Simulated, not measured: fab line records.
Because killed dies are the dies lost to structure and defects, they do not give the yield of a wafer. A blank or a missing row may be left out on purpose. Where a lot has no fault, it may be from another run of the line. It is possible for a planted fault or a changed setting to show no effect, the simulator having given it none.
The tool behind it: which one? | flow gf180mcu | Sampling: 12 lots, 36 wafers, 2 of 602 route steps

WHAT EACH GAUGE READ, for each wafer
GF_V2_CD_MEAS_14: target cd 260 nm.
lot  | measured     | on       | cdNm (nm)
L075 | day 21 03:00 | cdSem-02 | 260.4 260.8 260.7
L077 | day 21 20:08 | cdSem-02 | 259.0 260.0 259.2
L079 | day 22 22:56 | cdSem-02 | 260.9 261.3 260.7
L080 | day 23 05:31 | cdSem-01 | 259.6 260.9 260.7
L083 | day 23 20:16 | cdSem-01 | 260.5 260.1 259.6
L085 | day 24 22:37 | cdSem-02 | 258.8 257.6 259.5
L086 | day 25 03:29 | cdSem-01 | 259.6 261.1 261.3
L089 | day 26 04:52 | cdSem-02 | 259.1 261.2 259.1
L091 | day 26 07:55 | cdSem-01 | 260.5 259.3 260.3
L093 | day 27 01:07 | cdSem-02 | 259.9 260.5 261.4
L095 | day 27 16:08 | cdSem-01 | 259.8 259.9 260.6
L097 | day 27 23:44 | cdSem-02 | 259.0 259.8 260.3

WHICH TOOL RAN EACH LOT (tool, then ch and the chambers of the sampled wafers, then the start)
lot  | GF_CONTACT_CMP_04
L075 | cmp-01 ch 0,1,2, day 15 20:55
L077 | cmp-01 ch 1,2, day 16 14:10
L079 | cmp-01 ch 0,1,2, day 17 16:03
L080 | cmp-01 ch 0,1,2, day 17 23:06
L083 | cmp-02 ch 1,2,3, day 18 14:41
L085 | cmp-02 ch 1,2,3, day 19 17:53
L086 | cmp-01 ch 0,2,3, day 20 01:02
L089 | cmp-02 ch 0,1,2, day 21 02:40
L091 | cmp-01 ch 1,2,3, day 21 11:26
L093 | cmp-01 ch 0,1,3, day 22 03:11
L095 | cmp-02 ch 1,3, day 22 23:14
L097 | cmp-01 ch 0,1,2, day 23 07:05
- GF_CONTACT_CMP_04: polishes SiO2.

THE ANSWER, worked out from the rows above alone
Rule: the lots themselves supply what counts as usual. Put in order of their means at a reading, lots are off if they are a third of the lots or fewer, leave a main group of 4 or more, and stand apart from it by a gap of 3 or more times the standard deviation of the main group's means; of several such gaps the widest counts. The tables above print the reading to a certain number of digits; a main group whose means all agree to those digits is not used. Also off: a lot with no number at a reading for which 4 or more lots have one. The other lots that the step has rows for count as sound.
None of the lots is off at any reading shown; this tells nothing.

WHAT HAD BEEN PUT IN BY THE SIMULATOR
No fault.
